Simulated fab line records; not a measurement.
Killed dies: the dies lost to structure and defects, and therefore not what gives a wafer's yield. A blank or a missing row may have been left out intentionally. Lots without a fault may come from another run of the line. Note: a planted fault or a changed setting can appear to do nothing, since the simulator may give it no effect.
Split-lot experiment	flow sfq_line	5 lots, 23 wafers read, on a route of 325 steps

SPLIT DETAILS
At SFQ_TRILAYER_M7_LITHO_COAT_177 (resist thk 600 nm), the setting spin_rpm was moved away from the recipe's 3000 rpm on 5 of the 23 wafers read, by +3.6% to +4.4%. The other wafers ran this setting at the recipe's value.

The reading is taken at the split's own step.

THE READING
KrF_of_TRILAYER_M7_LITHO_COAT_177.thk_nm (the simulator's own value, which no gauge read), in nm, at SFQ_TRILAYER_M7_LITHO_COAT_177 (resist thk 600 nm). No usual value for it is given in the file. Average 600.5 nm, standard deviation 2.1 nm, over the 18 wafers here run with the recipe.

wafer	tool, chamber at the split	spin_rpm as run, rpm	against the recipe	KrF_of_TRILAYER_M7_LITHO_COAT_177.thk_nm, nm	against lot-mates on the recipe
L074.1	litho_track-03, 0	3000	recipe	599.4	-
L074.2	litho_track-03, 0	3000	recipe	597.5	-
L074.4	litho_track-03, 0	3000	recipe	596.9	-
L074.5	litho_track-03, 0	3000	recipe	596.5	-
L074.6	litho_track-03, 0	3000	recipe	599.9	-
L075.1	litho_track-01, 0	3000	recipe	602	-
L075.2	litho_track-01, 0	3000	recipe	600.9	-
L075.3	litho_track-01, 0	3000	recipe	602.8	-
L075.4	litho_track-01, 0	3000	recipe	600.2	-
L075.5	litho_track-01, 0	3000	recipe	601.7	-
L076.2	litho_track-01, 0	3000	recipe	602.1	-
L076.3	litho_track-01, 0	3000	recipe	602	-
L076.4	litho_track-01, 0	3000	recipe	605.2	-
L076.5	litho_track-01, 0	3133	+4.4%	590.9	-12.2
L076.6	litho_track-01, 0	3133	+4.4%	589.9	-13.2
L078.1	litho_track-03, 0	3000	recipe	599.5	-
L078.4	litho_track-03, 0	3000	recipe	600.5	-
L078.5	litho_track-03, 0	3000	recipe	600.2	-
L083.1	litho_track-03, 0	3109	+3.6%	592.5	-8.1
L083.2	litho_track-03, 0	3109	+3.6%	591.8	-8.9
L083.3	litho_track-03, 0	3000	recipe	601.8	-
L083.4	litho_track-03, 0	3000	recipe	599.5	-
L083.5	litho_track-03, 0	3109	+3.6%	590.8	-9.9

FIT RESULTS
A straight line over all 23 wafers: KrF_of_TRILAYER_M7_LITHO_COAT_177.thk_nm changes by -2.34 nm for each +1% of spin_rpm; r = -0.90; the points scatter about the line by 2 nm.
The same after taking each lot's own level away (the mean of its wafers on the recipe; 23 wafers): -2.67 nm for each +1%; r = -0.97; scatter 1.2 nm.
That fit puts the effect of the largest move of spin_rpm on the reading at 12 nm.
Measured against the standard deviation above, the lots' own levels, which go from 598.04 to 603.10 nm, span 2.4 times it.
So the lot-to-lot level changes the slope: the two fits differ.
Check: with one of the wafers moved furthest among these (+4.4%) left out of the fit, the line predicts -11.7 nm for it against its lot-mates. It came out at -12.2 nm against them.

OTHER SPLITS APPLIED TO THESE WAFERS
Before the reading, these wafers also passed through other splits. Each is held against what the fit with the lots' levels taken away leaves over:
other split on the same wafers	wafers away from the commonest value	r with KrF_of_TRILAYER_M7_LITHO_COAT_177.thk_nm (lot level and that fit taken away)
SFQ_TRILAYER_A5B_DEP_PECVD_129 time_s	9	-0.30
SFQ_TRILAYER_R5_LITHO_COAT_141 resist_thk_nm	5	+0.11
SFQ_TRILAYER_R5_BARC_OPEN_METAL_ETCH_177 time_s	9	-0.15
SFQ_TRILAYER_R5_ETCH_METAL_ETCH_139 bias_w	11	-0.46
SFQ_TRILAYER_C5_BARC_OPEN_VIA_ETCH_210 time_s	10	-0.02
SFQ_TRILAYER_M6_LITHO_EXPOSE_160 dose_mj	11	-0.30
SFQ_TRILAYER_M6_ETCH_METAL_ETCH_162 icp_w	8	+0.28
SFQ_TRILAYER_I6_CMP_CMP_166 leave_above_ref_nm	10	+0.17
SFQ_TRILAYER_I6_VIA_LITHO_EXPOSE_170 dose_mj	10	+0.25

FILE'S OWN FIT
KrF_of_TRILAYER_M7_LITHO_COAT_177.thk_nm changes by -2.7 nm for each +1% of spin_rpm, r = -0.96.
